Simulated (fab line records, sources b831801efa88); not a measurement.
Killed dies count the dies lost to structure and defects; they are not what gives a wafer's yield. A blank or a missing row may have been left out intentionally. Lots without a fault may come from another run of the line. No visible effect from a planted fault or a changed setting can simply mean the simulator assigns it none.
fab line records    flow gf180mcu    part 1 of 2: steps 1 to 32 of 46
record lots=5  wafers=15  last_day=33
route steps=602 shown DUAL_GATE@145 POLY_GATE@157 HV_LDD@176
lots with no fault: from the same line, run without faults
start_h: hours from the record's opening day to when the first of the lot's shown wafers began    wait_h: hours elapsed since this lot's preceding step    " identical to the entry in the row above    L1.1+2: one row covering several wafers at once    - no value present, or no start provided    * or withheld: withheld    < > ~ a bound
route shown NAME@n: a module of which the file shows steps, and the number in the route of the first    usual: mean/standard deviation of fault-free wafers    same: alike in all rows    chamber/n: place in a boat    sites: per-site readings    _std_site: their standard deviation    _edge_site: mean of outer sites minus mean of inner sites    radius_mm: how far each site lies from the wafer's centre    mask NAME#n: copy n    behind: the most recent tool/chamber to have shaped the wafer    hold: what put the lot on hold/how long, in hours/how the hold closed    device: the n, p or np transistor that did not switch    end of line: tests of these same wafers at the route's end    a step with no rows: only its recipe    killed: dies lost to structure and defects at the first sort, not the wafer's yield    map: dies across one wafer; x = killed, . = not, _ = none there
set.NAME: the setting the step ran with; set.NAME@STEP: the setting that earlier step ran with    model.NAME: the simulator's own value behind a step, which no gauge read
lots seen at some steps along the route; tables by step, rows by wafer
services: when a tool's chamber went out of use (start_h, in hours from the record's first day, below 0 if earlier), for how many hours, and the reason
## steps
# step GF_DUAL_GATE_DEHYDRATE_04
# recipe temp_c=200  time_s=60
lot.wafer   tool            chamber  start_h  wait_h
L084.2+5+6  litho_track-04  0        233.24   8.7
L085.1+2+5  litho_track-04  0        239.61   8.6
L087.1+3+4  litho_track-02  0        257.55   8.9
L088.1+2+3  litho_track-01  0        264.03   9.1
L092.1+5+6  litho_track-02  0        288.90   9.3
# step GF_DUAL_GATE_HMDS_05
# recipe prime_time_s=60  prime_temp_c=120
lot.wafer   tool            chamber  start_h  wait_h
L084.2+5+6  litho_track-04  0        233.39   0.1
L085.1+2+5  litho_track-04  0        239.76   0.1
L087.1+3+4  litho_track-02  0        257.70   0.1
L088.1+2+3  litho_track-01  0        264.18   0.1
L092.1+5+6  litho_track-02  0        289.05   0.1
# step GF_DUAL_GATE_COAT_06
# recipe resist=NOVOLAK  spin_rpm=3000  resist_thk_nm=1000
lot.wafer   tool            chamber  start_h  wait_h
L084.2+5+6  litho_track-04  0        233.54   0.1
L085.1+2+5  litho_track-04  0        239.91   0.1
L087.1+3+4  litho_track-02  0        257.85   0.1
L088.1+2+3  litho_track-01  0        264.33   0.1
L092.1+5+6  litho_track-02  0        289.20   0.1
# step GF_DUAL_GATE_SOFTBAKE_07
# recipe temp_c=90  time_s=60  resist=NOVOLAK
lot.wafer   tool            chamber  start_h  wait_h
L084.2+5+6  litho_track-04  0        233.69   0.1
L085.1+2+5  litho_track-04  0        240.06   0.1
L087.1+3+4  litho_track-02  0        258.00   0.1
L088.1+2+3  litho_track-01  0        264.48   0.1
L092.1+5+6  litho_track-02  0        289.35   0.1
# step GF_DUAL_GATE_EXPOSE_08
# recipe mask_id=Dualgate  target_cd_nm=700  na=0.6  source_shape=conventional  sigma_outer=0.6  dose_mj=140
lot.wafer   tool              chamber  start_h  wait_h  mask
L084.2+5+6  iline_stepper-02  0        -        -       Dualgate#0
L085.1+2+5  iline_stepper-02  0        -        -       Dualgate#0
L087.1+3+4  iline_stepper-02  0        -        -       Dualgate#0
L088.1+2+3  iline_stepper-02  0        -        -       Dualgate#0
L092.1+5+6  iline_stepper-02  0        -        -       Dualgate#0
# step GF_DUAL_GATE_PEB_09
# recipe temp_c=withheld  time_s=*  resist=NOVOLAK
lot.wafer   tool            chamber  start_h  wait_h
L084.2+5+6  litho_track-01  0        -        -
L085.1+2+5  litho_track-04  0        -        -
L087.1+3+4  litho_track-02  0        -        -
L088.1+2+3  litho_track-01  0        -        -
L092.1+5+6  litho_track-02  0        -        -
# step GF_DUAL_GATE_DEVELOP_10
# recipe develop_time_s=60  dev_temp_c=23
lot.wafer   tool            chamber  start_h  wait_h
L084.2+5+6  litho_track-01  0        243.21   0.1
L085.1+2+5  litho_track-04  0        249.21   0.1
L087.1+3+4  litho_track-02  0        266.85   0.1
L088.1+2+3  litho_track-01  0        274.33   0.1
L092.1+5+6  litho_track-02  0        299.55   0.1
# step GF_DUAL_GATE_OVL_MEAS_11
# usual DUAL_GATE_OVL=0.6/1.3
lot.wafer  tool        chamber  start_h  wait_h  DUAL_GATE_OVL[nm]
L084.2     overlay-01  -        243.34   0.1     4.1
L084.5     "           -        "        "       2.2
L084.6     "           -        "        "       3.7
L085.1     overlay-02  -        249.36   0.1     -1.0
L085.2     "           -        "        "       -0.2
L085.5     "           -        "        "       -2.1
L087.1     overlay-02  -        267.00   0.1     -0.2
L087.3     "           -        "        "       0.9
L087.4     "           -        "        "       -0.2
L088.1     overlay-01  -        274.48   0.1     -2.1
L088.2     "           -        "        "       -0.4
L088.3     "           -        "        "       -1.5
L092.1     overlay-02  -        299.70   0.1     0.1
L092.5     "           -        "        "       -1.3
L092.6     "           -        "        "       0.0
# step GF_DUAL_GATE_WET_ETCH_12
# recipe chemistry=dHF  target_depth_nm=13  dry=n2_spin  target=SiO2  temp_c=25  dilution=100:1  time_s=260
lot.wafer   tool          chamber  start_h  wait_h
L084.2+5+6  wet_bench-04  3        243.37   0.0
L085.1+2+5  wet_bench-01  3        249.40   0.0
L087.1+3+4  wet_bench-04  2        267.03   0.0
L088.1+2+3  wet_bench-03  3        274.52   0.0
L092.1+5+6  wet_bench-04  2        299.73   0.0
# step GF_DUAL_GATE_STRIP_13
# recipe chemistry=O2/N2  power_w=1400  pressure_mtorr=1500  platen_temp_c=250  o2_flow_sccm=3000  n2_flow_sccm=300  overash_fraction=0.5
# usual drypump_motor_current_A=5.8/0.39  heater_power_w=375/50  n2_flow_sccm=300.2/0.85  oes_product_au=0.716/0.0042  strip_time_to_endpoint_s=12.66/0.036
lot.wafer  tool             chamber  start_h  wait_h  drypump_motor_current_A  heater_power_w  n2_flow_sccm  oes_product_au  rf_hours_counter_h  strip_time_to_endpoint_s
L084.2     plasma_asher-01  0        243.46   0.0     6.2                      431             301.3         0.709           13                  12.64
L084.5     "                1        "        "       5.7                      335             300.5         0.714           -                   12.68
L084.6     "                0        "        "       6.2                      424             300.1         0.719           -                   12.62
L085.1     plasma_asher-02  0        249.48   0.0     5.1                      315             299.9         0.711           37                  12.75
L085.2     "                1        "        "       5.2                      421             300.3         0.720           37                  12.73
L085.5     "                0        "        "       5.1                      322             298.9         0.713           -                   12.73
L087.1     plasma_asher-04  1        267.11   0.0     6.1                      314             300.1         0.715           63                  12.65
L087.3     "                1        "        "       6.2                      324             299.8         0.714           -                   12.68
L087.4     "                0        "        "       5.8                      438             299.9         0.711           -                   12.66
L088.1     plasma_asher-01  0        274.60   0.0     6.2                      425             300.4         0.715           16                  12.68
L088.2     "                1        "        "       5.7                      337             300.9         0.722           16                  12.67
L088.3     "                0        "        "       6.2                      422             300.0         0.716           -                   12.69
L092.1     plasma_asher-02  0        299.82   0.0     5.2                      313             299.4         0.716           42                  12.63
L092.5     "                0        "        "       5.1                      313             299.7         0.720           -                   12.63
L092.6     "                1        "        "       5.2                      416             301.6         0.711           -                   12.67
# step GF_DUAL_GATE_CLEAN_14
# recipe chemistry=SC1/SC2  mix=1:4:20  temp_c=70  time_s=150  dry=n2_spin
# usual bath_guard_temp_C=70.4/0.41
lot.wafer  tool          chamber  start_h  wait_h  bath_guard_temp_C
L084.2     wet_bench-03  3        243.56   0.1     70.0
L084.5     "             3        "        "       69.6
L084.6     "             3        "        "       70.1
L085.1     wet_bench-04  2        249.58   0.1     70.7
L085.2     "             2        "        "       70.7
L085.5     "             2        "        "       70.8
L087.1     wet_bench-04  1        267.27   0.1     70.1
L087.3     "             1        "        "       69.4
L087.4     "             1        "        "       69.7
L088.1     wet_bench-04  1        274.70   0.1     69.9
L088.2     "             1        "        "       69.9
L088.3     "             1        "        "       70.0
L092.1     wet_bench-01  0        299.92   0.1     70.9
L092.5     "             0        "        "       71.1
L092.6     "             0        "        "       70.9
# step GF_DUAL_GATE_OXIDATION_15
# recipe temp_c=850  ambient=O2  stabilise_s=600  purge_s=300  target_thk_a=70.98  ox_time_s=1995
lot.wafer   tool        chamber  start_h  wait_h
L084.2+5+6  furnace-02  0        243.61   0.0
L085.1+2+5  furnace-01  0        249.63   0.0
L087.1+3+4  furnace-01  0        267.76   0.4
L088.1+2+3  furnace-01  0        274.75   0.0
L092.1+5+6  furnace-01  0        299.97   0.0
# step GF_POLY_GATE_CVD_00
# recipe material=poly-Si  target_thk_nm=200  temp_c=620  time_s=1200  pressure_mtorr=200
lot.wafer   tool      chamber  start_h  wait_h
L084.2+5+6  lpcvd-02  0        245.16   0.0
L085.1+2+5  lpcvd-02  0        251.19   0.0
L087.1+3+4  lpcvd-02  0        269.32   0.0
L088.1+2+3  lpcvd-02  0        276.30   0.0
L092.1+5+6  lpcvd-01  1        301.52   0.0
# step GF_POLY_GATE_THK_MEAS_01
# recipe reads=poly-Si_of_POLY_GATE_CVD_00
# usual POLY_GATE_CVD_00_THK=200.7/1.8
lot.wafer  tool           chamber  start_h  wait_h  POLY_GATE_CVD_00_THK[nm]
L084.2     film_metro-02  -        246.51   0.0     200.4
L084.5     "              -        "        "       200.6
L084.6     "              -        "        "       201.1
L085.1     film_metro-03  -        252.52   0.0     202.9
L085.2     "              -        "        "       203.7
L085.5     "              -        "        "       203.5
L087.1     film_metro-03  -        270.65   0.0     199.5
L087.3     "              -        "        "       199.1
L087.4     "              -        "        "       199.6
L088.1     film_metro-03  -        277.64   0.0     200.4
L088.2     "              -        "        "       198.8
L088.3     "              -        "        "       198.9
L092.1     film_metro-04  -        302.86   0.0     200.3
L092.5     "              -        "        "       200.9
L092.6     "              -        "        "       200.3
# step GF_POLY_GATE_DEHYDRATE_02
# recipe temp_c=200  time_s=60
lot.wafer   tool            chamber  start_h  wait_h
L084.2+5+6  litho_track-04  0        255.44   8.9
L085.1+2+5  litho_track-03  0        261.62   9.1
L087.1+3+4  litho_track-03  0        279.92   9.3
L088.1+2+3  litho_track-03  0        286.82   9.2
L092.1+5+6  litho_track-02  0        312.30   9.4
# step GF_POLY_GATE_HMDS_03
# recipe prime_time_s=60  prime_temp_c=120
lot.wafer   tool            chamber  start_h  wait_h
L084.2+5+6  litho_track-04  0        255.59   0.1
L085.1+2+5  litho_track-03  0        261.77   0.1
L087.1+3+4  litho_track-03  0        280.07   0.1
L088.1+2+3  litho_track-03  0        286.97   0.1
L092.1+5+6  litho_track-02  0        312.45   0.1
# step GF_POLY_GATE_COAT_04
# recipe resist=BARC  temp_c=withheld  time_s=withheld  spin_rpm=withheld  resist_thk_nm=withheld
lot.wafer   tool            chamber  start_h  wait_h
L084.2+5+6  litho_track-04  0        255.74   0.1
L085.1+2+5  litho_track-03  0        261.92   0.1
L087.1+3+4  litho_track-03  0        280.22   0.1
L088.1+2+3  litho_track-03  0        287.12   0.1
L092.1+5+6  litho_track-02  0        312.60   0.1
# step GF_POLY_GATE_COAT_05
# recipe resist=KrF  spin_rpm=withheld  resist_thk_nm=700
lot.wafer   tool            chamber  start_h  wait_h
L084.2+5+6  litho_track-04  0        -        -
L085.1+2+5  litho_track-03  0        -        -
L087.1+3+4  litho_track-03  0        -        -
L088.1+2+3  litho_track-03  0        -        -
L092.1+5+6  litho_track-02  0        -        -
# step GF_POLY_GATE_SOFTBAKE_06
# recipe temp_c=130  time_s=60  resist=KrF
lot.wafer   tool            chamber  start_h  wait_h
L084.2+5+6  litho_track-04  0        -        -
L085.1+2+5  litho_track-03  0        -        -
L087.1+3+4  litho_track-03  0        -        -
L088.1+2+3  litho_track-03  0        -        -
L092.1+5+6  litho_track-02  0        -        -
# step GF_POLY_GATE_EXPOSE_07
# recipe mask_id=Poly2  target_cd_nm=280  na=0.68  source_shape=conventional  sigma_outer=0.6  dose_mj=28
lot.wafer   tool            chamber  start_h  wait_h  mask
L084.2+5+6  krf_scanner-01  0        -        -       Poly2#0
L085.1+2+5  krf_scanner-01  0        -        -       Poly2#0
L087.1+3+4  krf_scanner-01  0        -        -       Poly2#0
L088.1+2+3  krf_scanner-01  0        -        -       Poly2#0
L092.1+5+6  krf_scanner-01  0        -        -       Poly2#0
# step GF_POLY_GATE_PEB_08
# recipe peb_temp_c=135  peb_time_s=90  resist=KrF
lot.wafer   tool            chamber  start_h  wait_h
L084.2+5+6  litho_track-04  0        -        -
L085.1+2+5  litho_track-03  0        -        -
L087.1+3+4  litho_track-04  0        -        -
L088.1+2+3  litho_track-02  0        -        -
L092.1+5+6  litho_track-03  0        -        -
# step GF_POLY_GATE_DEVELOP_09
# recipe develop_time_s=60  resist=KrF  dev_temp_c=21
lot.wafer   tool            chamber  start_h  wait_h
L084.2+5+6  litho_track-04  0        265.59   0.2
L085.1+2+5  litho_track-03  0        271.47   0.2
L087.1+3+4  litho_track-04  0        290.41   0.2
L088.1+2+3  litho_track-02  0        297.30   0.2
L092.1+5+6  litho_track-03  0        323.02   0.2
# step GF_POLY_GATE_CD_MEAS_10
# recipe target_cd_nm=280
# usual cd_nm=280.1/1.2
lot.wafer  tool       chamber  start_h  wait_h  cd_nm
L084.2     cd_sem-02  -        265.73   0.1     278.8
L084.5     "          -        "        "       279.8
L084.6     "          -        "        "       278.4
L085.1     cd_sem-01  -        271.62   0.1     282.5
L085.2     "          -        "        "       281.8
L085.5     "          -        "        "       282.0
L087.1     cd_sem-02  -        290.56   0.1     279.5
L087.3     "          -        "        "       280.0
L087.4     "          -        "        "       281.4
L088.1     cd_sem-02  -        297.45   0.1     279.9
L088.2     "          -        "        "       280.1
L088.3     "          -        "        "       281.3
L092.1     cd_sem-01  -        323.17   0.1     279.4
L092.5     "          -        "        "       279.6
L092.6     "          -        "        "       279.7
# step GF_POLY_GATE_OVL_MEAS_11
# usual POLY_GATE_OVL=1/6
lot.wafer  tool        chamber  start_h  wait_h  POLY_GATE_OVL[nm]
L084.2     overlay-02  -        265.84   0.1     7
L084.5     "           -        "        "       1
L084.6     "           -        "        "       4
L085.1     overlay-02  -        271.74   0.1     -12
L085.2     "           -        "        "       -4
L085.5     "           -        "        "       -2
L087.1     overlay-02  -        290.68   0.1     -7
L087.3     "           -        "        "       -13
L087.4     "           -        "        "       -1
L088.1     overlay-02  -        297.57   0.1     2
L088.2     "           -        "        "       -3
L088.3     "           -        "        "       2
L092.1     overlay-02  -        323.29   0.1     -4
L092.5     "           -        "        "       -6
L092.6     "           -        "        "       7
# step GF_POLY_GATE_ETCH_12
# recipe chemistry=N2/H2  target_depth_a=withheld  overetch_a=withheld  time_s=withheld  target=BARC  ion_energy_ev=200  source_w=500  bias_w=100  pressure_mtorr=30  n2_flow_sccm=100  h2_flow_sccm=200
# usual drypump_motor_current_A=5.8/0.5  n2_flow_sccm=100.00/0.29  oes_product_au=0.736/0.0045  rf_fwd_power_W=496.2/1.9  throttle_valve_pct=13.215/0.0088
lot.wafer  tool         chamber  start_h  wait_h  drypump_motor_current_A  n2_flow_sccm  oes_product_au  rf_fwd_power_W  throttle_valve_pct
L084.2     rie_diel-01  2        265.87   0.0     5.0                      99.69         0.737           493.9           13.206
L084.5     "            3        "        "       5.9                      100.02        0.740           496.1           13.207
L084.6     "            2        "        "       5.0                      99.51         0.745           495.1           13.204
L085.1     rie_diel-01  2        271.78   0.0     5.0                      99.71         0.739           498.5           13.209
L085.2     "            1        "        "       6.2                      100.36        0.732           492.7           13.205
L085.5     "            0        "        "       6.2                      100.28        0.739           496.3           13.210
L087.1     rie_diel-03  0        290.72   0.0     6.4                      99.59         0.731           495.5           13.220
L087.3     "            1        "        "       4.9                      99.84         0.726           497.0           13.221
L087.4     "            3        "        "       5.5                      100.24        0.744           496.0           13.219
L088.1     rie_diel-01  2        297.60   0.0     5.0                      100.18        0.732           498.6           13.198
L088.2     "            0        "        "       6.2                      99.69         0.736           497.1           13.213
L088.3     "            1        "        "       6.2                      100.16        0.727           494.9           13.212
L092.1     rie_diel-02  2        323.33   0.0     6.1                      99.72         0.736           496.7           13.209
L092.5     "            2        "        "       6.1                      99.58         0.746           498.6           13.210
L092.6     "            1        "        "       6.1                      99.67         0.737           498.8           13.214
# step GF_POLY_GATE_ETCH_13
# recipe target=poly-Si  target_depth_nm=198.5  stop_on=SiO2  over_etch_frac=0.403  chemistry=HBr/Cl2  icp_w=400  bias_w=100  pressure_mtorr=10  HBr_flow_sccm=150  Cl2_flow_sccm=50  time_s=69.6
# usual HBr_flow_sccm=150.0/0.43  drypump_motor_current_A=6.0/0.59  oes_product_au=0.987/0.011  rf_fwd_power_W=397.4/1.6  throttle_valve_pct=33.684/0.0091
lot.wafer  tool       chamber  start_h  wait_h  HBr_flow_sccm  drypump_motor_current_A  oes_product_au  rf_fwd_power_W  rf_hours_counter_h  throttle_valve_pct
L084.2     rie_si-02  1        265.92   -       149.4          6.5                      0.960           396.2           108                 33.684
L084.5     "          1        "        "       150.2          6.5                      0.965           395.8           -                   33.692
L084.6     "          2        "        "       150.4          6.8                      0.976           398.5           -                   33.662
L085.1     rie_si-02  1        271.83   -       150.5          6.4                      0.972           395.2           108                 33.675
L085.2     "          3        "        "       149.8          6.1                      1.005           397.5           1                   33.695
L085.5     "          2        "        "       150.3          6.8                      0.981           399.1           -                   33.680
L087.1     rie_si-02  1        290.77   -       149.6          6.4                      0.979           398.3           0                   33.689
L087.3     "          0        "        "       149.7          6.4                      0.972           398.8           12                  33.690
L087.4     "          2        "        "       150.0          6.8                      0.991           399.3           1                   33.680
L088.1     rie_si-02  1        297.65   -       150.1          6.5                      0.982           394.4           0                   33.688
L088.2     "          3        "        "       150.0          6.1                      0.992           398.0           1                   33.688
L088.3     "          0        "        "       150.5          6.4                      0.990           397.2           12                  33.681
L092.1     rie_si-01  0        323.38   -       149.7          5.4                      0.986           398.6           1                   33.700
L092.5     "          3        "        "       150.2          4.9                      0.996           397.4           -                   33.684
L092.6     "          2        "        "       150.0          5.8                      0.977           397.3           -                   33.685
# step GF_POLY_GATE_STRIP_14
# recipe chemistry=O2/N2  power_w=1400  pressure_mtorr=1500  platen_temp_c=250  o2_flow_sccm=3000  n2_flow_sccm=300  overash_fraction=0.5
# usual drypump_motor_current_A=5.5/0.45  heater_power_w=350/61  n2_flow_sccm=299.9/0.85  oes_product_au=0.505/0.0046
lot.wafer  tool             chamber  start_h  wait_h  drypump_motor_current_A  heater_power_w  n2_flow_sccm  oes_product_au  rf_hours_counter_h
L084.2     plasma_asher-02  1        265.98   0.0     5.2                      408             300.7         0.507           39
L084.5     "                0        "        "       5.2                      320             299.9         0.503           -
L084.6     "                1        "        "       5.2                      407             299.3         0.505           -
L085.1     plasma_asher-03  1        271.88   0.0     6.1                      288             300.4         0.507           67
L085.2     "                0        "        "       5.0                      257             299.5         0.501           67
L085.5     "                1        "        "       6.1                      292             300.4         0.507           -
L087.1     plasma_asher-04  0        290.83   0.0     5.8                      444             301.2         0.501           65
L087.3     "                1        "        "       6.1                      318             300.8         0.502           -
L087.4     "                0        "        "       5.8                      440             300.5         0.497           -
L088.1     plasma_asher-02  1        297.71   0.0     5.2                      401             301.6         0.498           42
L088.2     "                0        "        "       5.1                      312             300.6         0.500           42
L088.3     "                0        "        "       5.1                      315             300.1         0.497           -
L092.1     plasma_asher-02  0        323.43   0.0     5.1                      309             300.4         0.499           45
L092.5     "                0        "        "       5.2                      315             300.2         0.510           -
L092.6     "                1        "        "       5.2                      419             299.9         0.506           -
# step GF_POLY_GATE_CLEAN_15
# recipe chemistry=SC1/SC2  mix=1:4:20  temp_c=70  time_s=150  dry=n2_spin
# usual bath_guard_temp_C=70.2/0.6
lot.wafer  tool          chamber  start_h  wait_h  bath_guard_temp_C
L084.2     wet_bench-04  2        266.08   0.1     70.5
L084.5     "             2        "        "       70.3
L084.6     "             2        "        "       70.5
L085.1     wet_bench-02  1        271.98   0.1     70.5
L085.2     "             1        "        "       70.8
L085.5     "             1        "        "       70.5
L087.1     wet_bench-02  3        290.93   0.1     68.8
L087.3     "             3        "        "       69.3
L087.4     "             3        "        "       69.2
L088.1     wet_bench-01  2        297.81   0.1     70.6
L088.2     "             2        "        "       70.8
L088.3     "             2        "        "       70.5
L092.1     wet_bench-04  0        323.53   0.1     70.5
L092.5     "             0        "        "       69.9
L092.6     "             0        "        "       70.3
# step GF_POLY_GATE_OXIDATION_16
# recipe temp_c=850  ambient=O2  stabilise_s=600  purge_s=300  target_thk_a=40  ox_time_s=899
lot.wafer   tool        chamber  start_h  wait_h
L084.2+5+6  furnace-01  0        266.51   0.4
L085.1+2+5  furnace-01  0        272.03   0.0
L087.1+3+4  furnace-01  0        291.51   0.5
L088.1+2+3  furnace-01  0        298.57   0.7
L092.1+5+6  furnace-01  0        323.75   0.2
# step GF_POLY_GATE_THK_MEAS_17
# recipe reads=SiO2_of_POLY_GATE_OXIDATION_16
# usual POLY_GATE_OXIDATION_THK=4.03/0.065
lot.wafer  tool           chamber  start_h  wait_h  POLY_GATE_OXIDATION_THK[nm]
L084.2     film_metro-02  -        267.77   0.0     3.97
L084.5     "              -        "        "       4.09
L084.6     "              -        "        "       4.13
L085.1     film_metro-04  -        273.31   0.0     4.10
L085.2     "              -        "        "       4.02
L085.5     "              -        "        "       4.09
L087.1     film_metro-03  -        292.76   0.0     4.01
L087.3     "              -        "        "       3.99
L087.4     "              -        "        "       3.99
L088.1     film_metro-02  -        299.82   0.0     4.05
L088.2     "              -        "        "       3.99
L088.3     "              -        "        "       4.06
L092.1     film_metro-03  -        325.00   0.0     4.02
L092.5     "              -        "        "       3.92
L092.6     "              -        "        "       3.99
# step GF_POLY_GATE_CD_MEAS_18
# usual cd_nm=279.8/2.6
lot.wafer  tool       chamber  start_h  wait_h  cd_nm
L084.2     cd_sem-02  -        267.85   0.1     277.8
L084.5     "          -        "        "       278.0
L084.6     "          -        "        "       279.7
L085.1     cd_sem-01  -        273.37   0.1     282.0
L085.2     "          -        "        "       279.1
L085.5     "          -        "        "       284.3
L087.1     cd_sem-01  -        292.93   0.2     278.8
L087.3     "          -        "        "       282.0
L087.4     "          -        "        "       283.1
L088.1     cd_sem-02  -        299.88   0.1     281.5
L088.2     "          -        "        "       279.5
L088.3     "          -        "        "       280.9
L092.1     cd_sem-02  -        325.06   0.1     279.8
L092.5     "          -        "        "       276.7
L092.6     "          -        "        "       278.2
# step GF_HV_LDD_DEHYDRATE_00
# recipe temp_c=200  time_s=60
lot.wafer   tool            chamber  start_h  wait_h
L084.2+5+6  litho_track-02  0        276.92   9.0
L085.1+2+5  litho_track-03  0        283.07   9.7
L087.1+3+4  litho_track-02  0        302.65   9.7
L088.1+2+3  litho_track-03  0        309.57   9.7
L092.1+5+6  litho_track-01  0        335.33   10.2
